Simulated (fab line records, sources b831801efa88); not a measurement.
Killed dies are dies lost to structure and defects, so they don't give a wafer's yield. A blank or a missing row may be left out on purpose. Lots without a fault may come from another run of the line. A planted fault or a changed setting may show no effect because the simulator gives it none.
A sampling plan put to the test | flow gf180mcu | one fab line, 46 faults that these records tell of, each judged on the records of the lots that it struck
The plan is the line's own looks: the steps of the route at which a gauge or an inspection reads the wafer and doesn't change it. A look can be judged if struck wafers have a number there and the file gives its usual mean and standard deviation on fault-free wafers. Caught: at a look after the fault's first step, the mean of the struck wafers lies 4 or more of those standard deviations (sigma) from the usual mean. On the tool: the same test on the tool's own readings at the fault's steps. Another recipe on the struck wafers, or a record that is blank for them alone, also counts as caught.

THE FAULTS, as the simulator had put them in
1. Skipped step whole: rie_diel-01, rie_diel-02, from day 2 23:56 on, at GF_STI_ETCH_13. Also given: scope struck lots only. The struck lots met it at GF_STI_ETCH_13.
2. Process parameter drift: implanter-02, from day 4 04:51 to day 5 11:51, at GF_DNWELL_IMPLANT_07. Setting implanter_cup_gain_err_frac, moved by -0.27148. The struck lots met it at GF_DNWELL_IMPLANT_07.
3. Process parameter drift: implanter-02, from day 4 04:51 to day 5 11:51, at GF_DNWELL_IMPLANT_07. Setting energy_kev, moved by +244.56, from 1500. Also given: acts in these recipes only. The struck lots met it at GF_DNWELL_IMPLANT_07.
4. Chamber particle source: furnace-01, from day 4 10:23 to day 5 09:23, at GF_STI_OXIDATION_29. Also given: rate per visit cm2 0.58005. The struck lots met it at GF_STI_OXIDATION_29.
5. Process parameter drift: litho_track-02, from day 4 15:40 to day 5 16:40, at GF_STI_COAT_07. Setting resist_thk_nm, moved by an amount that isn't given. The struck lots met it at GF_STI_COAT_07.
6. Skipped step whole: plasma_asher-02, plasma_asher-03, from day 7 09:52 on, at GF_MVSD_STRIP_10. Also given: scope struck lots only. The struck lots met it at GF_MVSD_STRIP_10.
7. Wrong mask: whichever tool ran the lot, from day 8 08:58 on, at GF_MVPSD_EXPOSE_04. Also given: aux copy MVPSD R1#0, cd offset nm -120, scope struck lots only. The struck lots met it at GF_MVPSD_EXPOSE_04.
8. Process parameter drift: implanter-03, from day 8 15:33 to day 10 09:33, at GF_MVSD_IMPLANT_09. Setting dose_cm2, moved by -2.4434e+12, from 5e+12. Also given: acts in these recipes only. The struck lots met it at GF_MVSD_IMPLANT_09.
9. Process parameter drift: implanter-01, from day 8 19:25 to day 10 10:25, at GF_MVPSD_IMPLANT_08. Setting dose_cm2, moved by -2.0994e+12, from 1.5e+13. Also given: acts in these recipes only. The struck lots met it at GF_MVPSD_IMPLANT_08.
10. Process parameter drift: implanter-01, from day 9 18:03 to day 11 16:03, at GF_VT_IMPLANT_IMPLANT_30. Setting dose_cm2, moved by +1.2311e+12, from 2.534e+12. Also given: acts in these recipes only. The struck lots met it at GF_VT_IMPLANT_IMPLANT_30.
11. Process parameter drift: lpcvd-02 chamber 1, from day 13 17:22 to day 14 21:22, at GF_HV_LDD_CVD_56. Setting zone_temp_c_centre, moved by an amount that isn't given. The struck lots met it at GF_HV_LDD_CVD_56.
12. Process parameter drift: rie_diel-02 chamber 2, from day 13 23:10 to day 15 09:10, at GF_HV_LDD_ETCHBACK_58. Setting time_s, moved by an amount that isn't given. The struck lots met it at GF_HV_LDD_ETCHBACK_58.
13. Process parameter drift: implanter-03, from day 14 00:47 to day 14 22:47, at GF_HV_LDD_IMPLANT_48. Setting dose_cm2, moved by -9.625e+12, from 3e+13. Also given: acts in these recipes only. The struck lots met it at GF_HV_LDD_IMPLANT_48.
14. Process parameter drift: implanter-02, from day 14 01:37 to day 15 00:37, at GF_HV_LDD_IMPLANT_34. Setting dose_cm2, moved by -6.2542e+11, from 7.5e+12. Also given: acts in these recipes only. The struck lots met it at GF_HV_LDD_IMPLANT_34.
15. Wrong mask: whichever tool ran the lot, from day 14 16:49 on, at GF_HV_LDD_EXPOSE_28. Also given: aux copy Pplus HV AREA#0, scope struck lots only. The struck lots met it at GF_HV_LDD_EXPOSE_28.
16. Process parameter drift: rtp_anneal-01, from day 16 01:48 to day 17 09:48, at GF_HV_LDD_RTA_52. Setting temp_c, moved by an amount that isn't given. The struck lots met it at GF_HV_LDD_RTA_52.
17. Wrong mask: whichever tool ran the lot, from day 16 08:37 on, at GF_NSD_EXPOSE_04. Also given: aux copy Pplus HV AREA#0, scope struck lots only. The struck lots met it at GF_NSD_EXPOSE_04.
18. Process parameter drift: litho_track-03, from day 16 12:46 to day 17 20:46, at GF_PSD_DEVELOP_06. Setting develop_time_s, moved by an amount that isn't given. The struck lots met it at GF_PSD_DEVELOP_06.
19. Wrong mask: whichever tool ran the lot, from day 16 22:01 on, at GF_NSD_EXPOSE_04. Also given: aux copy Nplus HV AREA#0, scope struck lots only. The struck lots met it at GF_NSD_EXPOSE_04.
20. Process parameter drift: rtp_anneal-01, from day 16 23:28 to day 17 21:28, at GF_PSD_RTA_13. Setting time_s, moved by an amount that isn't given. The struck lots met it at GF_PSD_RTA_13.
21. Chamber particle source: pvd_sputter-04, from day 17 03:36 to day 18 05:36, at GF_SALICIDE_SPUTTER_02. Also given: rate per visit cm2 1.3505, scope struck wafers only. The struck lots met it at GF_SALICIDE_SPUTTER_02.
22. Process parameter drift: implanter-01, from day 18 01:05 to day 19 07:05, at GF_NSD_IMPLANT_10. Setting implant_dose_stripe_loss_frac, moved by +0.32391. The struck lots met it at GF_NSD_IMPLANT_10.
23. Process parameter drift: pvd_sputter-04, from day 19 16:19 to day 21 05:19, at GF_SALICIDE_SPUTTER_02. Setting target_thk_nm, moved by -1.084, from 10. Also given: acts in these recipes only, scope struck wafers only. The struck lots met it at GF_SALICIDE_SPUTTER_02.
24. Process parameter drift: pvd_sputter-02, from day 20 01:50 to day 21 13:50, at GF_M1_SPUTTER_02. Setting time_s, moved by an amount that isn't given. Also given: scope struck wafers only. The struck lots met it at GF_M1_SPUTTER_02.
25. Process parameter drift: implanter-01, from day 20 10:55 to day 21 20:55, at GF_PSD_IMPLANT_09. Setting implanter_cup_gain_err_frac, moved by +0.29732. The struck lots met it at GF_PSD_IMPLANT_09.
26. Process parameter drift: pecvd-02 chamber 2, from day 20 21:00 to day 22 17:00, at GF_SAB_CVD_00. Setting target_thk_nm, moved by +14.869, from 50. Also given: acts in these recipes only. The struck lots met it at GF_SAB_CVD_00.
27. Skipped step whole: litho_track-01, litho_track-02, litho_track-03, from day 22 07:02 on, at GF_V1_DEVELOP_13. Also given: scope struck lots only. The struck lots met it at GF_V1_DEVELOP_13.
28. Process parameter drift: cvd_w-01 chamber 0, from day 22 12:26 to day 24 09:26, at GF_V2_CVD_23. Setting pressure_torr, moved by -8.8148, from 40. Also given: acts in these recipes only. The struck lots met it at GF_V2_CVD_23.
29. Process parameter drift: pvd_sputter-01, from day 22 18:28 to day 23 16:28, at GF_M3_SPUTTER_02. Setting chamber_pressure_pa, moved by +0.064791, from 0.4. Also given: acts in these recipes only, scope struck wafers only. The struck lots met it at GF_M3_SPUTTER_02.
30. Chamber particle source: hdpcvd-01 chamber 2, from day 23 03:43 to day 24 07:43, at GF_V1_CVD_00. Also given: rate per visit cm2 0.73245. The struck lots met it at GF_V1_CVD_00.
31. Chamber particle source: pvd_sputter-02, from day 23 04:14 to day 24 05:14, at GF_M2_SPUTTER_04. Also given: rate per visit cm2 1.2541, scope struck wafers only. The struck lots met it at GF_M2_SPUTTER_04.
32. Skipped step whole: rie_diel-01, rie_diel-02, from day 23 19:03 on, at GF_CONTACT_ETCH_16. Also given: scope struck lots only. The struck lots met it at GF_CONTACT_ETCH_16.
33. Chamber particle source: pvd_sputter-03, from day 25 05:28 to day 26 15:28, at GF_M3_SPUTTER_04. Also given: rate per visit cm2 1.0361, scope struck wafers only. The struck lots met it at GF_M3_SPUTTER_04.
34. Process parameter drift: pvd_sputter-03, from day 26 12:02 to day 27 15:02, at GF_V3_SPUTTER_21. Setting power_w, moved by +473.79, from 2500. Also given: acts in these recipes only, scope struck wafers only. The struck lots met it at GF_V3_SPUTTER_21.
35. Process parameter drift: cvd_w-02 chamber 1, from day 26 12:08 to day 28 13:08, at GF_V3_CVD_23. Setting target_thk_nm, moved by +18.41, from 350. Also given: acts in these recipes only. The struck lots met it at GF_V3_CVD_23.
36. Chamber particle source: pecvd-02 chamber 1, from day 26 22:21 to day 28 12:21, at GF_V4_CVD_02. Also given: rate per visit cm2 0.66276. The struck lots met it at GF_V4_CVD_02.
37. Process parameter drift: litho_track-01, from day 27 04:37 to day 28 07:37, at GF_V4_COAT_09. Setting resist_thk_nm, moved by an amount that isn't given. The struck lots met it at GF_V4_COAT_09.
38. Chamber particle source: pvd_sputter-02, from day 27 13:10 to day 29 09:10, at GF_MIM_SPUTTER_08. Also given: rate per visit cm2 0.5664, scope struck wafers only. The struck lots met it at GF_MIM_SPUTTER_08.
39. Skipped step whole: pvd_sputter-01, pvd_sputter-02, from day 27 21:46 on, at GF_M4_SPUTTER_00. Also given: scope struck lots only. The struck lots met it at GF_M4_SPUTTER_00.
40. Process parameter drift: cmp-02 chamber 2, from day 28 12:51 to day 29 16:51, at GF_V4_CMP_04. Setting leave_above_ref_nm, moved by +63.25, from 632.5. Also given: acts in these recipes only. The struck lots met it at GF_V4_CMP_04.
41. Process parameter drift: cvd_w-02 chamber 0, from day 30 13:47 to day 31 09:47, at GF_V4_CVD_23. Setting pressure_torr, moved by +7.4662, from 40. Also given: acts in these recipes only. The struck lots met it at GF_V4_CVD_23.
42. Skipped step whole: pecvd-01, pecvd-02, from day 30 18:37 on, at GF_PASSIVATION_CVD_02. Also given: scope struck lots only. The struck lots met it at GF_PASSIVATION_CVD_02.
43. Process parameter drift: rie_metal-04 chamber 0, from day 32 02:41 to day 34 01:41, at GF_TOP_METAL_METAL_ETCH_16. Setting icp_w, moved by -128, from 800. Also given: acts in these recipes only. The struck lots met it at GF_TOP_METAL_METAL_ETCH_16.
44. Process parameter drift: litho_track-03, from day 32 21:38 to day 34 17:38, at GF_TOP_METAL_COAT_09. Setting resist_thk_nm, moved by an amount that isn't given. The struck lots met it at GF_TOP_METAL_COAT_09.
45. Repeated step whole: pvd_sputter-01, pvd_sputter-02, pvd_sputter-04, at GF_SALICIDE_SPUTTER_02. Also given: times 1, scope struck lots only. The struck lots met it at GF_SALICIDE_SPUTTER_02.
46. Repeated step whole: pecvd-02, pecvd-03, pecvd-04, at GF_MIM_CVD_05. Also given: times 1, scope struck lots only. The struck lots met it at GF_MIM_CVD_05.

WHAT THE PLAN SAW
fault | on the tool itself                               | first look that catches it                      | reading, sigma                                                 | median hours from its first step to that look | hours from the fault's start to the first struck lot there | judged looks passed uncaught
1     | the tool's record is blank for the struck wafers | no look after it can be judged                  | -                                                              | -                                             | -                                                          | 0
2     | beam_on_s +17 sigma                              | GF_DNWELL_TW_MEAS_09                            | DNWELL_TW +10                                                  | 0.2                                           | 3                                                          | 0
3     | beam_energy_keV +99 or beyond sigma              | no look after it can be judged                  | -                                                              | -                                             | -                                                          | 0
4     | no reading that can be judged                    | no look after it can be judged                  | -                                                              | -                                             | -                                                          | 0
5     | under 2 sigma                                    | none of the 3 looks that can be judged after it | -                                                              | -                                             | -                                                          | 3
6     | the tool's record is blank for the struck wafers | GF_MVPSD_TW_MEAS_11                             | MVPSD_TW -76                                                   | 16.7                                          | 20                                                         | 0
7     | under 2 sigma                                    | no look after it can be judged                  | -                                                              | -                                             | -                                                          | 0
8     | dose_ions_cm2 -99 or beyond sigma                | GF_VT_IMPLANT_RS_MEAS_46                        | MVSD_RS +35                                                    | 93.5                                          | 96                                                         | 0
9     | dose_ions_cm2 -99 or beyond sigma                | GF_VT_IMPLANT_RS_MEAS_49                        | MVPSD_RS +29                                                   | 73.7                                          | 78                                                         | 2
10    | dose_ions_cm2 +99 or beyond sigma                | GF_VT_IMPLANT_TW_MEAS_32                        | VT_IMPLANT_3_TW +13                                            | 0.2                                           | 7                                                          | 0
11    | spike_tc_centre_C -17 sigma                      | GF_HV_LDD_THK_MEAS_57                           | HV_LDD_CVD_56_THK -8.0                                         | 1.4                                           | 5                                                          | 0
12    | run_length_s -34 sigma                           | no look after it can be judged                  | -                                                              | -                                             | -                                                          | 0
13    | dose_ions_cm2 -99 or beyond sigma                | GF_HV_LDD_TW_MEAS_50                            | HV_LDD_4_TW -9.4                                               | 0.2                                           | 6                                                          | 0
14    | dose_ions_cm2 -81 sigma                          | no look after it can be judged                  | -                                                              | -                                             | -                                                          | 0
15    | no reading that can be judged                    | GF_HV_LDD_TW_MEAS_38                            | HV_LDD_3_TW -93                                                | 11.7                                          | 14                                                         | 0
16    | wafer_temp_C_max -99 or beyond sigma             | not the one look that can be judged after it    | strongest: HV_LDD_RS at GF_HV_LDD_RS_MEAS_53, -3.8             | -                                             | -                                                          | 1
17    | no reading that can be judged                    | GF_NSD_TW_MEAS_12                               | NSD_TW -99 or beyond                                           | 11.2                                          | 15                                                         | 0
18    | no reading that can be judged                    | GF_PSD_CD_MEAS_07                               | cd_nm +5.3                                                     | 0.1                                           | 9                                                          | 0
19    | under 2 sigma                                    | GF_NSD_TW_MEAS_12                               | NSD_TW -99 or beyond                                           | 11.7                                          | 15                                                         | 0
20    | run_length_s +36 sigma                           | GF_PSD_RS_MEAS_14                               | NSD_RS -32                                                     | 0.1                                           | 8                                                          | 0
21    | under 2 sigma                                    | not the one look that can be judged after it    | -                                                              | -                                             | -                                                          | 1
22    | no reading that can be judged                    | none of the 9 looks that can be judged after it | strongest: NSD_RS at GF_PSD_RS_MEAS_14, +2.3                   | -                                             | -                                                          | 9
23    | under 2 sigma                                    | GF_SALICIDE_RS_MEAS_04                          | SALICIDE_TIN_RS +8.2                                           | 0.1                                           | 17                                                         | 0
24    | only faintly: chamber_pressure_pa +2.1 sigma     | GF_M1_RS_MEAS_05                                | M1_ALCU_RS -4.5                                                | 0.1                                           | 7                                                          | 0
25    | faraday_current_uA +14 sigma                     | GF_PSD_TW_MEAS_11                               | PSD_TW -7.9                                                    | 0.2                                           | 13                                                         | 0
26    | under 2 sigma                                    | GF_SAB_THK_MEAS_01                              | SAB_CVD_00_THK +22                                             | 0.0                                           | 19                                                         | 0
27    | no reading that can be judged                    | no look after it can be judged                  | -                                                              | -                                             | -                                                          | 0
28    | chamber_pressure_Torr -99 or beyond sigma        | GF_V2_RS_MEAS_24                                | V2_W_RS +15                                                    | 0.1                                           | 11                                                         | 0
29    | chamber_pressure_pa +73 sigma                    | GF_M3_RS_MEAS_05                                | M3_ALCU_RS +4.5                                                | 0.1                                           | 5                                                          | 0
30    | no reading that can be judged                    | none of the 2 looks that can be judged after it | -                                                              | -                                             | -                                                          | 2
31    | under 2 sigma                                    | not the one look that can be judged after it    | -                                                              | -                                             | -                                                          | 1
32    | the tool's record is blank for the struck wafers | no look after it can be judged                  | -                                                              | -                                             | -                                                          | 0
33    | under 2 sigma                                    | not the one look that can be judged after it    | -                                                              | -                                             | -                                                          | 1
34    | cathode_dc_power_W +99 or beyond sigma           | no look after it can be judged                  | -                                                              | -                                             | -                                                          | 0
35    | under 2 sigma                                    | GF_V3_RS_MEAS_24                                | V3_W_RS -5.2                                                   | 0.1                                           | 3                                                          | 0
36    | under 2 sigma                                    | none of the 3 looks that can be judged after it | strongest: PASSIVATION_BOW at GF_PASSIVATION_BOW_MEAS_14, +2.6 | -                                             | -                                                          | 3
37    | under 2 sigma                                    | not the one look that can be judged after it    | -                                                              | -                                             | -                                                          | 1
38    | under 2 sigma                                    | not the one look that can be judged after it    | -                                                              | -                                             | -                                                          | 1
39    | the tool's record is blank for the struck wafers | no look after it can be judged                  | -                                                              | -                                             | -                                                          | 0
40    | time_to_endpoint_s -5.3 sigma                    | not the one look that can be judged after it    | -                                                              | -                                             | -                                                          | 1
41    | chamber_pressure_Torr +88 sigma                  | GF_V4_RS_MEAS_24                                | V4_W_RS -8.5                                                   | 0.1                                           | 1                                                          | 0
42    | the tool's record is blank for the struck wafers | no look after it can be judged                  | -                                                              | -                                             | -                                                          | 0
43    | rf_fwd_power_W -49 sigma                         | no look after it can be judged                  | -                                                              | -                                             | -                                                          | 0
44    | no reading that can be judged                    | no look after it can be judged                  | -                                                              | -                                             | -                                                          | 0
45    | under 2 sigma                                    | GF_SALICIDE_RS_MEAS_04                          | SALICIDE_TIN_RS -29                                            | 0.3                                           | -                                                          | 0
46    | under 2 sigma                                    | GF_MIM_THK_MEAS_06                              | MIM_CVD_05_THK +75                                             | 0.2                                           | -                                                          | 0
A dash: the fault isn't caught, or these records don't give the number.

Caught at a look: 22 of 46. Caught on the tool: 23 of 46. By one or the other: 33 of 46.
Caught on the tool alone: faults 1, 3, 12, 14, 16, 32, 34, 39, 40, 42, 43.
Caught at a look alone: faults 15, 17, 18, 19, 23, 24, 26, 35, 45, 46.
Caught by neither: faults 4, 5, 7, 21, 22, 27, 30, 31, 33, 36, 37, 38, 44.

THINNER SAMPLING
If the look that catches a fault measured only every second or every third lot, by lot number, the first struck lot would be measured this late in the worst case:
fault | struck lots at that look, in order of time | every lot | every second lot | every third lot
2     | L659, L660                                 | 3 h       | 8 h              | may miss all 2
6     | L251, L252                                 | 20 h      | 30 h             | may miss all 2
8     | L618, L621                                 | 96 h      | 116 h            | may miss all 2
9     | L441, L442                                 | 78 h      | 82 h             | may miss all 2
10    | L539, L540, L541                           | 7 h       | 14 h             | 26 h
11    | L697, L698                                 | 5 h       | 6 h              | may miss all 2
13    | L464, L466                                 | 6 h       | may miss all 2   | may miss all 2
15    | L540                                       | 14 h      | may miss it      | may miss it
17    | L592                                       | 15 h      | may miss it      | may miss it
18    | L826, L827                                 | 9 h       | 18 h             | may miss all 2
19    | L666                                       | 15 h      | may miss it      | may miss it
20    | L344, L345                                 | 8 h       | 16 h             | may miss all 2
23    | L283                                       | 17 h      | may miss it      | may miss it
24    | L481                                       | 7 h       | may miss it      | may miss it
25    | L523, L524                                 | 13 h      | 17 h             | may miss all 2
26    | L109                                       | 19 h      | may miss it      | may miss it
28    | L825, L828                                 | 11 h      | 34 h             | may miss all 2
29    | L343, L344                                 | 5 h       | 12 h             | may miss all 2
35    | L496, L498                                 | 3 h       | may miss all 2   | may miss all 2
41    | L714, L715                                 | 1 h       | 5 h              | may miss all 2
Hours are from the fault's start to the first struck lot that is measured. The limit of 4 sigma was tested on all struck wafers together, so one lot alone may lie under it. Other struck lots may not be in these records.

THE LONGEST TIMED WAY FROM STEP TO LOOK
Fault 8: a median of 93.5 hours passes between GF_MVSD_IMPLANT_09 and GF_VT_IMPLANT_RS_MEAS_46. No look between them can be judged.
